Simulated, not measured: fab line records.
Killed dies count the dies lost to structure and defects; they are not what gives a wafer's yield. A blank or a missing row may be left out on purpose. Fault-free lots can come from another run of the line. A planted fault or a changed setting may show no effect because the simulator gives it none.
fab line records || flow gf180mcu || part 2 of 2: steps 34 to 47 of 47
[record] {"lots": 5, "wafers": 15, "last-day": 34}
route steps=602 shown STI@14 DNWELL@32 NWELL@42 LVPWELL@54
lots that met no fault: taken from a fault-free run of the same line
start-h: the number of hours between the record's first day and the start of the first shown wafer of the lot || wait-h: time in hours since the lot's previous step || " the same as in the row above || L1.1+2: one row covering several wafers at once || - no value present, or no start provided || * or withheld: withheld || < > ~ a bound
route shown NAME@n: names a module that has steps shown in the file, with the first one's number in the route || usual: mean and standard deviation over wafers with no fault || same: alike in all rows || chamber/n: place in a boat || sites: readings site by site || _std_site: standard deviation of those values || _edge_site: inner sites' mean taken away from outer sites' mean || radius-mm: how far each site lies from the wafer's centre || mask NAME#n: copy n || behind: tool/chamber where the wafer was last shaped || hold: why the lot went on hold/how many hours it stayed there/how the hold came to an end || device: the n, p or np transistor that did not switch || end of line: the route-end tests of the same wafers || where a step has no rows: the recipe by itself || killed: at the first sort, the dies lost to defects and structure; wafer yield is something else || map: per-die view of a wafer (x killed, . not killed, _ where there is no die)
set.NAME: the run value of the setting; set.NAME@STEP: its run value at that earlier step || model.NAME: the simulator's own value behind a step, which no gauge read
lots at some steps of the route; a table a step, a row a wafer
services: when a tool's chamber went out of use (start-h, in hours from the record's first day, below 0 if earlier), for how many hours, and the reason
[[steps]]
[step GF_NWELL_PEB_05]
[recipe] {"temp-c": 115, "time-s": "withheld"}
{"lot.wafer": "L075.1+3+5", "tool": "litho-track-04", "chamber": 0, "start-h": "-", "wait-h": "-"}
{"lot.wafer": "L079.2+4+6", "tool": "litho-track-02", "chamber": 0, "start-h": "-", "wait-h": "-"}
{"lot.wafer": "L084.1+2+4", "tool": "litho-track-03", "chamber": 0, "start-h": "-", "wait-h": "-"}
{"lot.wafer": "L093.1+4+6", "tool": "litho-track-04", "chamber": 0, "start-h": "-", "wait-h": "-"}
{"lot.wafer": "L097.4+5+6", "tool": "litho-track-04", "chamber": 0, "start-h": "-", "wait-h": "-"}
[step GF_NWELL_DEVELOP_06]
[recipe] {"wall-angle-deg": 90, "develop-time-s": 60, "dev-temp-c": 23}
{"lot.wafer": "L075.1+3+5", "tool": "litho-track-04", "chamber": 0, "start-h": "-", "wait-h": "-"}
{"lot.wafer": "L079.2+4+6", "tool": "litho-track-02", "chamber": 0, "start-h": "-", "wait-h": "-"}
{"lot.wafer": "L084.1+2+4", "tool": "litho-track-03", "chamber": 0, "start-h": "-", "wait-h": "-"}
{"lot.wafer": "L093.1+4+6", "tool": "litho-track-04", "chamber": 0, "start-h": "-", "wait-h": "-"}
{"lot.wafer": "L097.4+5+6", "tool": "litho-track-04", "chamber": 0, "start-h": "-", "wait-h": "-"}
[step GF_NWELL_OVL_MEAS_07]
[usual] {"NWELL_OVL": "-1.1/1.5"}
{"lot.wafer": "L075.1", "tool": "overlay-01", "chamber": "-", "start-h": 60.47, "wait-h": "-", "NWELL_OVL[nm]": 0.3}
{"lot.wafer": "L075.3", "tool": "overlay-01", "chamber": "-", "start-h": 60.47, "wait-h": "-", "NWELL_OVL[nm]": -0.6}
{"lot.wafer": "L075.5", "tool": "overlay-01", "chamber": "-", "start-h": 60.47, "wait-h": "-", "NWELL_OVL[nm]": -1.1}
{"lot.wafer": "L079.2", "tool": "overlay-01", "chamber": "-", "start-h": 81.47, "wait-h": "-", "NWELL_OVL[nm]": -0.9}
{"lot.wafer": "L079.4", "tool": "overlay-01", "chamber": "-", "start-h": 81.47, "wait-h": "-", "NWELL_OVL[nm]": 0.2}
{"lot.wafer": "L079.6", "tool": "overlay-01", "chamber": "-", "start-h": 81.47, "wait-h": "-", "NWELL_OVL[nm]": -0.2}
{"lot.wafer": "L084.1", "tool": "overlay-01", "chamber": "-", "start-h": 115.72, "wait-h": "-", "NWELL_OVL[nm]": -2.1}
{"lot.wafer": "L084.2", "tool": "overlay-01", "chamber": "-", "start-h": 115.72, "wait-h": "-", "NWELL_OVL[nm]": -1.9}
{"lot.wafer": "L084.4", "tool": "overlay-01", "chamber": "-", "start-h": 115.72, "wait-h": "-", "NWELL_OVL[nm]": -3.0}
{"lot.wafer": "L093.1", "tool": "overlay-01", "chamber": "-", "start-h": 168.27, "wait-h": "-", "NWELL_OVL[nm]": 2.6}
{"lot.wafer": "L093.4", "tool": "overlay-01", "chamber": "-", "start-h": 168.27, "wait-h": "-", "NWELL_OVL[nm]": 1.3}
{"lot.wafer": "L093.6", "tool": "overlay-01", "chamber": "-", "start-h": 168.27, "wait-h": "-", "NWELL_OVL[nm]": 1.7}
{"lot.wafer": "L097.4", "tool": "overlay-02", "chamber": "-", "start-h": 188.54, "wait-h": "-", "NWELL_OVL[nm]": -1.0}
{"lot.wafer": "L097.5", "tool": "overlay-02", "chamber": "-", "start-h": 188.54, "wait-h": "-", "NWELL_OVL[nm]": -1.4}
{"lot.wafer": "L097.6", "tool": "overlay-02", "chamber": "-", "start-h": 188.54, "wait-h": "-", "NWELL_OVL[nm]": -3.2}
[step GF_NWELL_IMPLANT_08]
[recipe] {"species": "P", "energy-kev": 450, "dose-cm2": 1.5e+13, "tilt-deg": 0}
{"lot.wafer": "L075.1+3+5", "tool": "implanter-04", "chamber": 0, "start-h": 60.51, "wait-h": 0.0}
{"lot.wafer": "L079.2+4+6", "tool": "implanter-01", "chamber": 0, "start-h": 81.53, "wait-h": 0.0}
{"lot.wafer": "L084.1+2+4", "tool": "implanter-04", "chamber": 0, "start-h": 115.75, "wait-h": 0.0}
{"lot.wafer": "L093.1+4+6", "tool": "implanter-01", "chamber": 0, "start-h": 168.31, "wait-h": 0.0}
{"lot.wafer": "L097.4+5+6", "tool": "implanter-02", "chamber": 0, "start-h": 188.63, "wait-h": 0.1}
[step GF_NWELL_IMPLANT_09]
[recipe] {"species": "P", "energy-kev": 160, "dose-cm2": 4e+12, "tilt-deg": 0}
{"lot.wafer": "L075.1+3+5", "tool": "implanter-04", "chamber": 0, "start-h": 60.66, "wait-h": 0.1}
{"lot.wafer": "L079.2+4+6", "tool": "implanter-01", "chamber": 0, "start-h": 81.68, "wait-h": 0.1}
{"lot.wafer": "L084.1+2+4", "tool": "implanter-04", "chamber": 0, "start-h": 115.90, "wait-h": 0.1}
{"lot.wafer": "L093.1+4+6", "tool": "implanter-01", "chamber": 0, "start-h": 168.46, "wait-h": 0.1}
{"lot.wafer": "L097.4+5+6", "tool": "implanter-02", "chamber": 0, "start-h": 188.78, "wait-h": 0.1}
[step GF_NWELL_STRIP_10]
[recipe] {"chemistry": "O2/N2", "power-w": 1400, "pressure-mtorr": 1500, "platen-temp-c": 250, "o2-flow-sccm": 3000, "n2-flow-sccm": 300, "overash-fraction": 0.5}
[usual] {"drypump-motor-current-A": "5.5/0.44", "heater-power-w": "334/27", "oes-product-au": "0.722/0.0046", "strip-time-to-endpoint-s": "36.99/0.11"}
{"lot.wafer": "L075.1", "tool": "plasma-asher-04", "chamber": 0, "start-h": 60.81, "wait-h": 0.1, "drypump-motor-current-A": 5.7, "heater-power-w": 311, "oes-product-au": 0.728, "rf-hours-counter-h": 42, "strip-time-to-endpoint-s": 37.04}
{"lot.wafer": "L075.3", "tool": "plasma-asher-04", "chamber": 0, "start-h": 60.81, "wait-h": 0.1, "drypump-motor-current-A": 5.7, "heater-power-w": 305, "oes-product-au": 0.717, "rf-hours-counter-h": "-", "strip-time-to-endpoint-s": 37.02}
{"lot.wafer": "L075.5", "tool": "plasma-asher-04", "chamber": 1, "start-h": 60.81, "wait-h": 0.1, "drypump-motor-current-A": 5.2, "heater-power-w": 374, "oes-product-au": 0.727, "rf-hours-counter-h": "-", "strip-time-to-endpoint-s": 37.09}
{"lot.wafer": "L079.2", "tool": "plasma-asher-03", "chamber": 0, "start-h": 81.80, "wait-h": 0.1, "drypump-motor-current-A": 5.9, "heater-power-w": 311, "oes-product-au": 0.728, "rf-hours-counter-h": 37, "strip-time-to-endpoint-s": 37.00}
{"lot.wafer": "L079.4", "tool": "plasma-asher-03", "chamber": 1, "start-h": 81.80, "wait-h": 0.1, "drypump-motor-current-A": 6.0, "heater-power-w": 356, "oes-product-au": 0.721, "rf-hours-counter-h": "-", "strip-time-to-endpoint-s": 37.06}
{"lot.wafer": "L079.6", "tool": "plasma-asher-03", "chamber": 1, "start-h": 81.80, "wait-h": 0.1, "drypump-motor-current-A": 6.0, "heater-power-w": 360, "oes-product-au": 0.720, "rf-hours-counter-h": "-", "strip-time-to-endpoint-s": 37.03}
{"lot.wafer": "L084.1", "tool": "plasma-asher-02", "chamber": 0, "start-h": 116.05, "wait-h": 0.1, "drypump-motor-current-A": 4.8, "heater-power-w": 313, "oes-product-au": 0.721, "rf-hours-counter-h": 32, "strip-time-to-endpoint-s": 37.11}
{"lot.wafer": "L084.2", "tool": "plasma-asher-02", "chamber": 1, "start-h": 116.05, "wait-h": 0.1, "drypump-motor-current-A": 5.6, "heater-power-w": 347, "oes-product-au": 0.728, "rf-hours-counter-h": 32, "strip-time-to-endpoint-s": 37.08}
{"lot.wafer": "L084.4", "tool": "plasma-asher-02", "chamber": 0, "start-h": 116.05, "wait-h": 0.1, "drypump-motor-current-A": 4.8, "heater-power-w": 308, "oes-product-au": 0.722, "rf-hours-counter-h": "-", "strip-time-to-endpoint-s": 37.10}
{"lot.wafer": "L093.1", "tool": "plasma-asher-02", "chamber": 1, "start-h": 168.61, "wait-h": 0.1, "drypump-motor-current-A": 5.6, "heater-power-w": 347, "oes-product-au": 0.730, "rf-hours-counter-h": 38, "strip-time-to-endpoint-s": 36.77}
{"lot.wafer": "L093.4", "tool": "plasma-asher-02", "chamber": 1, "start-h": 168.61, "wait-h": 0.1, "drypump-motor-current-A": 5.6, "heater-power-w": 349, "oes-product-au": 0.720, "rf-hours-counter-h": "-", "strip-time-to-endpoint-s": 36.83}
{"lot.wafer": "L093.6", "tool": "plasma-asher-02", "chamber": 1, "start-h": 168.61, "wait-h": 0.1, "drypump-motor-current-A": 5.6, "heater-power-w": 360, "oes-product-au": 0.735, "rf-hours-counter-h": "-", "strip-time-to-endpoint-s": 36.76}
{"lot.wafer": "L097.4", "tool": "plasma-asher-02", "chamber": 0, "start-h": 188.89, "wait-h": 0.1, "drypump-motor-current-A": 4.8, "heater-power-w": 308, "oes-product-au": 0.722, "rf-hours-counter-h": "-", "strip-time-to-endpoint-s": 36.96}
{"lot.wafer": "L097.5", "tool": "plasma-asher-02", "chamber": 0, "start-h": 188.89, "wait-h": 0.1, "drypump-motor-current-A": 4.8, "heater-power-w": 314, "oes-product-au": 0.724, "rf-hours-counter-h": "-", "strip-time-to-endpoint-s": 36.92}
{"lot.wafer": "L097.6", "tool": "plasma-asher-02", "chamber": 1, "start-h": 188.89, "wait-h": 0.1, "drypump-motor-current-A": 5.6, "heater-power-w": 342, "oes-product-au": 0.720, "rf-hours-counter-h": "-", "strip-time-to-endpoint-s": 36.96}
[step GF_NWELL_TW_MEAS_11]
[usual] {"NWELL_TW": "1573/7.7"}
{"lot.wafer": "L075.1", "tool": "film-metro-03", "chamber": "-", "start-h": 60.91, "wait-h": 0.1, "NWELL_TW": 1566}
{"lot.wafer": "L075.3", "tool": "film-metro-03", "chamber": "-", "start-h": 60.91, "wait-h": 0.1, "NWELL_TW": 1557}
{"lot.wafer": "L075.5", "tool": "film-metro-03", "chamber": "-", "start-h": 60.91, "wait-h": 0.1, "NWELL_TW": 1563}
{"lot.wafer": "L079.2", "tool": "film-metro-04", "chamber": "-", "start-h": 81.91, "wait-h": 0.1, "NWELL_TW": 1579}
{"lot.wafer": "L079.4", "tool": "film-metro-04", "chamber": "-", "start-h": 81.91, "wait-h": 0.1, "NWELL_TW": 1571}
{"lot.wafer": "L079.6", "tool": "film-metro-04", "chamber": "-", "start-h": 81.91, "wait-h": 0.1, "NWELL_TW": 1573}
{"lot.wafer": "L084.1", "tool": "film-metro-01", "chamber": "-", "start-h": 116.15, "wait-h": 0.1, "NWELL_TW": 1582}
{"lot.wafer": "L084.2", "tool": "film-metro-01", "chamber": "-", "start-h": 116.15, "wait-h": 0.1, "NWELL_TW": 1594}
{"lot.wafer": "L084.4", "tool": "film-metro-01", "chamber": "-", "start-h": 116.15, "wait-h": 0.1, "NWELL_TW": 1583}
{"lot.wafer": "L093.1", "tool": "film-metro-03", "chamber": "-", "start-h": 168.71, "wait-h": 0.1, "NWELL_TW": 1580}
{"lot.wafer": "L093.4", "tool": "film-metro-03", "chamber": "-", "start-h": 168.71, "wait-h": 0.1, "NWELL_TW": 1572}
{"lot.wafer": "L093.6", "tool": "film-metro-03", "chamber": "-", "start-h": 168.71, "wait-h": 0.1, "NWELL_TW": 1564}
{"lot.wafer": "L097.4", "tool": "film-metro-01", "chamber": "-", "start-h": 188.99, "wait-h": 0.1, "NWELL_TW": 1566}
{"lot.wafer": "L097.5", "tool": "film-metro-01", "chamber": "-", "start-h": 188.99, "wait-h": 0.1, "NWELL_TW": 1564}
{"lot.wafer": "L097.6", "tool": "film-metro-01", "chamber": "-", "start-h": 188.99, "wait-h": 0.1, "NWELL_TW": 1562}
[step GF_LVPWELL_DEHYDRATE_00]
[recipe] {"temp-c": 200, "time-s": 60}
{"lot.wafer": "L075.1+3+5", "tool": "litho-track-03", "chamber": 0, "start-h": 66.92, "wait-h": 6.0}
{"lot.wafer": "L079.2+4+6", "tool": "litho-track-01", "chamber": 0, "start-h": 87.79, "wait-h": 5.9}
{"lot.wafer": "L084.1+2+4", "tool": "litho-track-03", "chamber": 0, "start-h": 122.12, "wait-h": 6.0}
{"lot.wafer": "L093.1+4+6", "tool": "litho-track-03", "chamber": 0, "start-h": 176.22, "wait-h": 7.5}
{"lot.wafer": "L097.4+5+6", "tool": "litho-track-03", "chamber": 0, "start-h": 197.14, "wait-h": 8.1}
[step GF_LVPWELL_HMDS_01]
[recipe] {"prime-time-s": 60, "prime-temp-c": 120}
{"lot.wafer": "L075.1+3+5", "tool": "litho-track-03", "chamber": 0, "start-h": 67.07, "wait-h": 0.1}
{"lot.wafer": "L079.2+4+6", "tool": "litho-track-01", "chamber": 0, "start-h": 87.94, "wait-h": 0.1}
{"lot.wafer": "L084.1+2+4", "tool": "litho-track-03", "chamber": 0, "start-h": 122.27, "wait-h": 0.1}
{"lot.wafer": "L093.1+4+6", "tool": "litho-track-03", "chamber": 0, "start-h": 176.37, "wait-h": 0.1}
{"lot.wafer": "L097.4+5+6", "tool": "litho-track-03", "chamber": 0, "start-h": 197.29, "wait-h": 0.1}
[step GF_LVPWELL_COAT_02]
[recipe] {"spin-rpm": 2000, "resist-thk-nm": 3000}
[usual] {"spin-speed-rpm": "2000.0/1.4"}
{"lot.wafer": "L075.1", "tool": "litho-track-03", "chamber": 0, "start-h": 67.22, "wait-h": 0.1, "spin-speed-rpm": 2003.1}
{"lot.wafer": "L075.3", "tool": "litho-track-03", "chamber": 0, "start-h": 67.22, "wait-h": 0.1, "spin-speed-rpm": 2000.2}
{"lot.wafer": "L075.5", "tool": "litho-track-03", "chamber": 0, "start-h": 67.22, "wait-h": 0.1, "spin-speed-rpm": 1997.9}
{"lot.wafer": "L079.2", "tool": "litho-track-01", "chamber": 0, "start-h": 88.09, "wait-h": 0.1, "spin-speed-rpm": 1997.3}
{"lot.wafer": "L079.4", "tool": "litho-track-01", "chamber": 0, "start-h": 88.09, "wait-h": 0.1, "spin-speed-rpm": 1999.9}
{"lot.wafer": "L079.6", "tool": "litho-track-01", "chamber": 0, "start-h": 88.09, "wait-h": 0.1, "spin-speed-rpm": 1998.7}
{"lot.wafer": "L084.1", "tool": "litho-track-03", "chamber": 0, "start-h": 122.42, "wait-h": 0.1, "spin-speed-rpm": 2000.6}
{"lot.wafer": "L084.2", "tool": "litho-track-03", "chamber": 0, "start-h": 122.42, "wait-h": 0.1, "spin-speed-rpm": 1999.1}
{"lot.wafer": "L084.4", "tool": "litho-track-03", "chamber": 0, "start-h": 122.42, "wait-h": 0.1, "spin-speed-rpm": 2000.6}
{"lot.wafer": "L093.1", "tool": "litho-track-03", "chamber": 0, "start-h": 176.52, "wait-h": 0.1, "spin-speed-rpm": 2001.5}
{"lot.wafer": "L093.4", "tool": "litho-track-03", "chamber": 0, "start-h": 176.52, "wait-h": 0.1, "spin-speed-rpm": 2000.9}
{"lot.wafer": "L093.6", "tool": "litho-track-03", "chamber": 0, "start-h": 176.52, "wait-h": 0.1, "spin-speed-rpm": 1999.7}
{"lot.wafer": "L097.4", "tool": "litho-track-03", "chamber": 0, "start-h": 197.44, "wait-h": 0.1, "spin-speed-rpm": 2000.5}
{"lot.wafer": "L097.5", "tool": "litho-track-03", "chamber": 0, "start-h": 197.44, "wait-h": 0.1, "spin-speed-rpm": 1994.1}
{"lot.wafer": "L097.6", "tool": "litho-track-03", "chamber": 0, "start-h": 197.44, "wait-h": 0.1, "spin-speed-rpm": 1999.2}
[step GF_LVPWELL_SOFTBAKE_03]
[recipe] {"temp-c": 110, "time-s": "withheld"}
{"lot.wafer": "L075.1+3+5", "tool": "litho-track-03", "chamber": 0, "start-h": 67.37, "wait-h": 0.1}
{"lot.wafer": "L079.2+4+6", "tool": "litho-track-01", "chamber": 0, "start-h": 88.25, "wait-h": 0.1}
{"lot.wafer": "L084.1+2+4", "tool": "litho-track-03", "chamber": 0, "start-h": 122.57, "wait-h": 0.1}
{"lot.wafer": "L093.1+4+6", "tool": "litho-track-03", "chamber": 0, "start-h": 176.67, "wait-h": 0.1}
{"lot.wafer": "L097.4+5+6", "tool": "litho-track-03", "chamber": 0, "start-h": 197.62, "wait-h": 0.1}
[step GF_LVPWELL_EXPOSE_04]
[recipe] {"mask-id": "LVPWELL", "target-cd-nm": 600, "na": 0.6, "source-shape": "conventional", "sigma-outer": 0.6, "dose-mj": 260}
{"lot.wafer": "L075.1+3+5", "tool": "iline-stepper-02", "chamber": 0, "start-h": "-", "wait-h": "-", "mask": "LVPWELL#0"}
{"lot.wafer": "L079.2+4+6", "tool": "iline-stepper-02", "chamber": 0, "start-h": "-", "wait-h": "-", "mask": "LVPWELL#0"}
{"lot.wafer": "L084.1+2+4", "tool": "iline-stepper-02", "chamber": 0, "start-h": "-", "wait-h": "-", "mask": "LVPWELL#0"}
{"lot.wafer": "L093.1+4+6", "tool": "iline-stepper-01", "chamber": 0, "start-h": "-", "wait-h": "-", "mask": "LVPWELL#0"}
{"lot.wafer": "L097.4+5+6", "tool": "iline-stepper-01", "chamber": 0, "start-h": "-", "wait-h": "-", "mask": "LVPWELL#0"}
[step GF_LVPWELL_PEB_05]
[recipe] {"temp-c": 115, "time-s": "withheld"}
{"lot.wafer": "L075.1+3+5", "tool": "litho-track-04", "chamber": 0, "start-h": "-", "wait-h": "-"}
{"lot.wafer": "L079.2+4+6", "tool": "litho-track-01", "chamber": 0, "start-h": "-", "wait-h": "-"}
{"lot.wafer": "L084.1+2+4", "tool": "litho-track-04", "chamber": 0, "start-h": "-", "wait-h": "-"}
{"lot.wafer": "L093.1+4+6", "tool": "litho-track-04", "chamber": 0, "start-h": "-", "wait-h": "-"}
{"lot.wafer": "L097.4+5+6", "tool": "litho-track-01", "chamber": 0, "start-h": "-", "wait-h": "-"}
[step GF_LVPWELL_DEVELOP_06]
[recipe] {"wall-angle-deg": 90, "develop-time-s": 60, "dev-temp-c": 23}
{"lot.wafer": "L075.1+3+5", "tool": "litho-track-04", "chamber": 0, "start-h": "-", "wait-h": "-"}
{"lot.wafer": "L079.2+4+6", "tool": "litho-track-01", "chamber": 0, "start-h": "-", "wait-h": "-"}
{"lot.wafer": "L084.1+2+4", "tool": "litho-track-04", "chamber": 0, "start-h": "-", "wait-h": "-"}
{"lot.wafer": "L093.1+4+6", "tool": "litho-track-04", "chamber": 0, "start-h": "-", "wait-h": "-"}
{"lot.wafer": "L097.4+5+6", "tool": "litho-track-01", "chamber": 0, "start-h": "-", "wait-h": "-"}
[[services]]
{"tool": "cmp-01", "chamber": "-", "start-h": 8.30, "hours": 1.7, "kind": "repair"}
{"tool": "plasma-asher-03", "chamber": "-", "start-h": 12.83, "hours": 1.4, "kind": "repair"}
{"tool": "implanter-04", "chamber": "-", "start-h": 18.29, "hours": 3.5, "kind": "repair"}
{"tool": "furnace-01", "chamber": "-", "start-h": 19.06, "hours": 3.8, "kind": "pm"}
{"tool": "iline-stepper-02", "chamber": "-", "start-h": 32.32, "hours": 1.4, "kind": "repair"}
{"tool": "cmp-01", "chamber": "-", "start-h": 38.65, "hours": 1.9, "kind": "repair"}
{"tool": "cmp-01", "chamber": "-", "start-h": 55.58, "hours": 9.0, "kind": "pm"}
{"tool": "iline-stepper-01", "chamber": "-", "start-h": 73.34, "hours": 4.4, "kind": "repair"}
{"tool": "hdpcvd-01", "chamber": "-", "start-h": 74.76, "hours": 6.0, "kind": "pm"}
{"tool": "iline-stepper-01", "chamber": "-", "start-h": 96.53, "hours": 1.7, "kind": "pm"}
{"tool": "implanter-03", "chamber": "-", "start-h": 107.21, "hours": 3.5, "kind": "pm"}
{"tool": "implanter-01", "chamber": "-", "start-h": 112.94, "hours": 4.5, "kind": "pm"}
{"tool": "furnace-01", "chamber": "-", "start-h": 119.22, "hours": 9.5, "kind": "pm"}
{"tool": "plasma-asher-03", "chamber": "-", "start-h": 126.25, "hours": 4.0, "kind": "pm"}
{"tool": "furnace-02", "chamber": "-", "start-h": 129.80, "hours": 4.0, "kind": "pm"}
{"tool": "hdpcvd-01", "chamber": "-", "start-h": 132.54, "hours": 2.8, "kind": "pm"}
{"tool": "furnace-02", "chamber": "-", "start-h": 133.80, "hours": 3.9, "kind": "pm"}
{"tool": "furnace-02", "chamber": "-", "start-h": 143.14, "hours": 9.8, "kind": "pm"}
{"tool": "implanter-01", "chamber": "-", "start-h": 164.68, "hours": 2.6, "kind": "pm"}
{"tool": "plasma-asher-03", "chamber": "-", "start-h": 165.27, "hours": 4.0, "kind": "repair"}
{"tool": "iline-stepper-02", "chamber": "-", "start-h": 174.56, "hours": 1.7, "kind": "pm"}
{"tool": "furnace-01", "chamber": "-", "start-h": 187.69, "hours": 4.9, "kind": "pm"}
{"tool": "plasma-asher-02", "chamber": "-", "start-h": 189.53, "hours": 2.8, "kind": "pm"}
{"tool": "implanter-04", "chamber": "-", "start-h": 199.69, "hours": 3.1, "kind": "repair"}
